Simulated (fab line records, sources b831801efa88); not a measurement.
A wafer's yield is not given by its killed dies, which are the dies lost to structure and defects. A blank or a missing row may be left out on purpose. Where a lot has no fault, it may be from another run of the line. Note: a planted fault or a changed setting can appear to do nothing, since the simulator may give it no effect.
The tool behind it: which one? | flow sky130 | 10 lots, 30 wafers sampled, at 2 steps of a route of 708

WHAT THE GAUGES READ, wafer by wafer
SKY_GATE_OXIDE_THK_MEAS_02.
lot  | measured     | on           | GATE_OXIDE_OXIDATION_00_THK (nm)
L150 | day 13 21:07 | filmMetro-02 | 10.11 10.11 10.21
L153 | day 15 03:47 | filmMetro-02 | 10.38 10.26 10.29
L152 | day 15 03:48 | filmMetro-01 | 10.18 10.24 10.14
L160 | day 16 12:19 | filmMetro-02 | 10.10 10.12 10.11
L161 | day 16 19:26 | filmMetro-01 | 9.82 10.22 10.06
L163 | day 17 10:59 | filmMetro-01 | 10.12 10.25 10.24
L166 | day 18 15:44 | filmMetro-01 | 10.20 10.32 9.98
L167 | day 18 22:34 | filmMetro-02 | 10.11 10.45 10.28
L168 | day 19 12:53 | filmMetro-02 | 10.28 10.31 10.28
L170 | day 20 01:02 | filmMetro-02 | 10.02 10.02 9.95

SKY_POLY_CUT_OVL_MEAS_09.
lot  | measured     | on         | POLY_CUT_OVL (nm)
L150 | day 25 23:04 | overlay-02 | 5 8 10
L153 | day 26 12:05 | overlay-02 | 7 -2 1
L152 | day 26 11:44 | overlay-01 | 2 7 2
L160 | day 28 11:38 | overlay-01 | 11 9 14
L161 | day 28 18:11 | overlay-02 | 17 12 15
L163 | day 28 23:07 | overlay-01 | 8 7 15
L166 | day 30 00:14 | overlay-01 | 6 2 3
L167 | day 30 20:44 | overlay-01 | 2 2 5
L168 | day 31 08:50 | overlay-02 | 7 9 14
L170 | day 31 09:06 | overlay-02 | 3 5 3

WHAT TOOL EACH LOT RAN ON (gives the tool, then ch and the chambers of the sampled wafers, and finally the start)
The record shows no process step preceding these readings.

WHAT THE TOOLS THEMSELVES READ (means of the sampled wafers that have a number; where no wafer has one, the mark that the record gives instead)
The record holds no such reading with a usual standard deviation.

THE ANSWER, worked out from the rows above alone
Rule: usual is defined by the lots themselves. Put in order of their means at a reading, lots are off if they are a third of the lots or fewer, leave a main group of 4 or more, and stand apart from it by a gap of 3 or more times the standard deviation of the main group's means; of several such gaps the widest counts. A main group whose means are all the same, to the digits that the tables above print for the reading, isn't used. Also off: a lot with no number at a reading for which 4 or more lots have one. All remaining lots with rows at the step are treated as sound. First the gauges in route order, then the tools' own readings, where a lot's mean is used as printed above. The first step at which some lot is off is used, and at that step the reading that is off furthest; a lot without a number counts as furthest.
None of the lots is off at any reading shown; this tells nothing.

WHAT HAD BEEN PUT IN BY THE SIMULATOR
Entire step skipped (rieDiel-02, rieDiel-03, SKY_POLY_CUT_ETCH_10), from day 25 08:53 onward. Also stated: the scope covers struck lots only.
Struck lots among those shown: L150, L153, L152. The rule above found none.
